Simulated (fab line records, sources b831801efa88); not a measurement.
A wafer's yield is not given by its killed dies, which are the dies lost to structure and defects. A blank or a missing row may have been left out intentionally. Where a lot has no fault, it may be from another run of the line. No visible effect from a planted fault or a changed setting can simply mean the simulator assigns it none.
Which of the tools did it? :: flow sky130 :: 14 lots, 42 wafers sampled, at 4 steps of a route of 708

WHAT THE GAUGES SHOWED, per wafer
SKY_FIELD_ISO_BOW_MEAS_00.
lot: L275
measured: day 1 10:01
on: filmMetro-02
INCOMING_BOW (um): 6 -4 15

lot: L276
measured: day 1 15:02
on: filmMetro-02
INCOMING_BOW (um): -7 -2 -3

lot: L277
measured: day 1 20:00
on: filmMetro-03
INCOMING_BOW (um): 2 3 -6

lot: L278
measured: day 2 01:00
on: filmMetro-04
INCOMING_BOW (um): -3 -3 5

lot: L279
measured: day 2 06:04
on: filmMetro-04
INCOMING_BOW (um): -4 -5 4

lot: L280
measured: day 2 11:01
on: filmMetro-04
INCOMING_BOW (um): 8 -4 -1

lot: L281
measured: day 2 16:01
on: filmMetro-02
INCOMING_BOW (um): -7 -7 -2

lot: L282
measured: day 2 21:04
on: filmMetro-03
INCOMING_BOW (um): 4 7 -6

lot: L283
measured: day 3 02:01
on: filmMetro-02
INCOMING_BOW (um): 0 -10 -13

lot: L288
measured: day 4 03:01
on: filmMetro-04
INCOMING_BOW (um): -4 -7 16

lot: L289
measured: day 4 08:01
on: filmMetro-03
INCOMING_BOW (um): 2 3 3

lot: L291
measured: day 4 18:04
on: filmMetro-02
INCOMING_BOW (um): 3 6 -2

lot: L294
measured: day 5 09:00
on: filmMetro-03
INCOMING_BOW (um): -2 5 4

lot: L295
measured: day 5 14:02
on: filmMetro-04
INCOMING_BOW (um): 0 0 -3

SKY_LOCAL_INTERCONNECT_CD_MEAS_11: target cd 170 nm.
lot: L275
measured: day 31 14:41
on: cdSem-01
cdNm (nm): 168.0 168.9 168.2

lot: L276
measured: day 31 19:50
on: cdSem-01
cdNm (nm): 170.5 170.8 171.4

lot: L277
measured: day 32 00:13
on: cdSem-02
cdNm (nm): 169.5 169.9 172.0

lot: L278
measured: day 32 19:43
on: cdSem-02
cdNm (nm): 170.1 170.3 169.0

lot: L279
measured: day 32 23:14
on: cdSem-02
cdNm (nm): 172.7 171.0 171.0

lot: L280
measured: day 33 02:41
on: cdSem-01
cdNm (nm): 172.9 172.2 171.8

lot: L281
measured: day 33 06:44
on: cdSem-02
cdNm (nm): 170.2 169.8 171.0

lot: L282
measured: day 34 04:33
on: cdSem-02
cdNm (nm): 173.3 173.0 173.5

lot: L283
measured: day 34 05:05
on: cdSem-01
cdNm (nm): 170.4 169.5 168.7

lot: L288
measured: day 35 17:59
on: cdSem-02
cdNm (nm): 169.5 168.6 169.4

lot: L289
measured: day 35 18:22
on: cdSem-01
cdNm (nm): 166.5 168.3 169.7

lot: L291
measured: day 36 14:49
on: cdSem-02
cdNm (nm): 168.8 169.0 168.7

lot: L294
measured: day 37 12:13
on: cdSem-02
cdNm (nm): 168.7 169.6 169.2

lot: L295
measured: day 37 16:43
on: cdSem-01
cdNm (nm): 171.0 171.9 171.8

SKY_LOCAL_INTERCONNECT_OVL_MEAS_12.
lot: L275
measured: day 31 14:47
on: overlay-01
LOCAL_INTERCONNECT_OVL (nm): -5 -7 -2

lot: L276
measured: day 31 19:56
on: overlay-02
LOCAL_INTERCONNECT_OVL (nm): -4 -2 -1

lot: L277
measured: day 32 00:20
on: overlay-02
LOCAL_INTERCONNECT_OVL (nm): 1 6 7

lot: L278
measured: day 32 19:50
on: overlay-01
LOCAL_INTERCONNECT_OVL (nm): 0 -1 -2

lot: L279
measured: day 32 23:18
on: overlay-01
LOCAL_INTERCONNECT_OVL (nm): -3 1 -8

lot: L280
measured: day 33 02:47
on: overlay-02
LOCAL_INTERCONNECT_OVL (nm): 6 6 9

lot: L281
measured: day 33 06:50
on: overlay-02
LOCAL_INTERCONNECT_OVL (nm): 6 5 7

lot: L282
measured: day 34 04:38
on: overlay-02
LOCAL_INTERCONNECT_OVL (nm): 8 -5 3

lot: L283
measured: day 34 05:11
on: overlay-01
LOCAL_INTERCONNECT_OVL (nm): 10 13 14

lot: L288
measured: day 35 18:05
on: overlay-01
LOCAL_INTERCONNECT_OVL (nm): 5 3 2

lot: L289
measured: day 35 18:28
on: overlay-02
LOCAL_INTERCONNECT_OVL (nm): 7 6 4

lot: L291
measured: day 36 14:53
on: overlay-02
LOCAL_INTERCONNECT_OVL (nm): -2 -6 -6

lot: L294
measured: day 37 12:20
on: overlay-01
LOCAL_INTERCONNECT_OVL (nm): 4 5 7

lot: L295
measured: day 37 16:48
on: overlay-01
LOCAL_INTERCONNECT_OVL (nm): -4 -4 -5

TOOL THAT RAN EACH LOT (tool first, then ch and the chambers of the sampled wafers, then the start)
lot: L275
SKY_LDD_HVN_SOFTBAKE_03: lithoTrack-01 ch 0, day 20 19:04

lot: L276
SKY_LDD_HVN_SOFTBAKE_03: lithoTrack-03 ch 0, day 21 00:16

lot: L277
SKY_LDD_HVN_SOFTBAKE_03: lithoTrack-01 ch 0, day 21 07:11

lot: L278
SKY_LDD_HVN_SOFTBAKE_03: lithoTrack-01 ch 0, day 21 23:59

lot: L279
SKY_LDD_HVN_SOFTBAKE_03: lithoTrack-01 ch 0, day 22 05:22

lot: L280
SKY_LDD_HVN_SOFTBAKE_03: lithoTrack-03 ch 0, day 22 08:41

lot: L281
SKY_LDD_HVN_SOFTBAKE_03: lithoTrack-01 ch 0, day 22 16:46

lot: L282
SKY_LDD_HVN_SOFTBAKE_03: lithoTrack-03 ch 0, day 23 13:50

lot: L283
SKY_LDD_HVN_SOFTBAKE_03: lithoTrack-01 ch 0, day 23 14:43

lot: L288
SKY_LDD_HVN_SOFTBAKE_03: lithoTrack-04 ch 0, day 25 09:29

lot: L289
SKY_LDD_HVN_SOFTBAKE_03: lithoTrack-04 ch 0, day 25 10:05

lot: L291
SKY_LDD_HVN_SOFTBAKE_03: lithoTrack-03 ch 0, day 26 05:32

lot: L294
SKY_LDD_HVN_SOFTBAKE_03: lithoTrack-01 ch 0, day 27 07:29

lot: L295
SKY_LDD_HVN_SOFTBAKE_03: lithoTrack-03 ch 0, day 27 11:43
- SKY_LDD_HVN_SOFTBAKE_03: time 60 s.

AS READ BY THE TOOLS THEMSELVES (means over the sampled wafers that have a number; for cases with no such wafer, the mark the record gives instead)
SKY_LDD_HVN_SOFTBAKE_03.
lot: L275
tool: lithoTrack-01
heaterPowerTotalW (W): 56.62
plateTempC (C): 89.87

lot: L276
tool: lithoTrack-03
heaterPowerTotalW (W): 56.57
plateTempC (C): 90.24

lot: L277
tool: lithoTrack-01
heaterPowerTotalW (W): 56.59
plateTempC (C): 89.96

lot: L278
tool: lithoTrack-01
heaterPowerTotalW (W): 56.56
plateTempC (C): 90.01

lot: L279
tool: lithoTrack-01
heaterPowerTotalW (W): 56.57
plateTempC (C): 90.01

lot: L280
tool: lithoTrack-03
heaterPowerTotalW (W): 56.63
plateTempC (C): 89.89

lot: L281
tool: lithoTrack-01
heaterPowerTotalW (W): 56.57
plateTempC (C): 90.01

lot: L282
tool: lithoTrack-03
heaterPowerTotalW (W): 56.60
plateTempC (C): 89.83

lot: L283
tool: lithoTrack-01
heaterPowerTotalW (W): 56.53
plateTempC (C): 90.10

lot: L288
tool: lithoTrack-04
heaterPowerTotalW (W): 56.03
plateTempC (C): 89.41

lot: L289
tool: lithoTrack-04
heaterPowerTotalW (W): 55.99
plateTempC (C): 89.48

lot: L291
tool: lithoTrack-03
heaterPowerTotalW (W): 56.60
plateTempC (C): 90.09

lot: L294
tool: lithoTrack-01
heaterPowerTotalW (W): 56.58
plateTempC (C): 89.71

lot: L295
tool: lithoTrack-03
heaterPowerTotalW (W): 56.59
plateTempC (C): 89.87

THE ANSWER, worked out from the rows above alone
Rule: the lots themselves supply what counts as usual. The widest of any qualifying gaps counts: lots, ordered by their means at a reading, are off when they make up no more than a third of the lots, leave a main group of 4 or more, and stand apart from it by 3 or more times the standard deviation of that group's means. The tables above print the reading to a certain number of digits; a main group whose means all agree to those digits is not used. A lot without any number at a reading at which 4 lots or more have one is off too. Any other lot the step has rows for is counted as sound. Order of review: gauges by route order, followed by the tools' own readings, for which a lot's mean as printed above is used. The first step at which some lot is off is used, and at that step the reading that is off furthest; a lot without a number counts as furthest.
Off, at SKY_LDD_HVN_SOFTBAKE_03 on heaterPowerTotalW: L288, L289. The main group: mean 56.58 W, standard deviation 0.026.
A tool fits if, at that step or a process step before it, it ran every lot that is off, and no sound lot after the first of them. One fits: SKY_LDD_HVN_SOFTBAKE_03 on lithoTrack-04. It ran no sound lot before its first lot that is off in this sample, so the start can't be narrowed down.
The tool's own readings at SKY_LDD_HVN_SOFTBAKE_03 bear it out: on the lots that are off they differ by more than 5 times the standard deviation of the sound lots' means. heaterPowerTotalW reads 56.01 W there against 56.58 W on the sound lots.

WHAT THE SIMULATOR PUT IN
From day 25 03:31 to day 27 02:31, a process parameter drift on lithoTrack-04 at SKY_LDD_HVN_SOFTBAKE_03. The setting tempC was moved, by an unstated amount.
Struck lots among those shown: L288, L289. This agrees with what the rule above found.
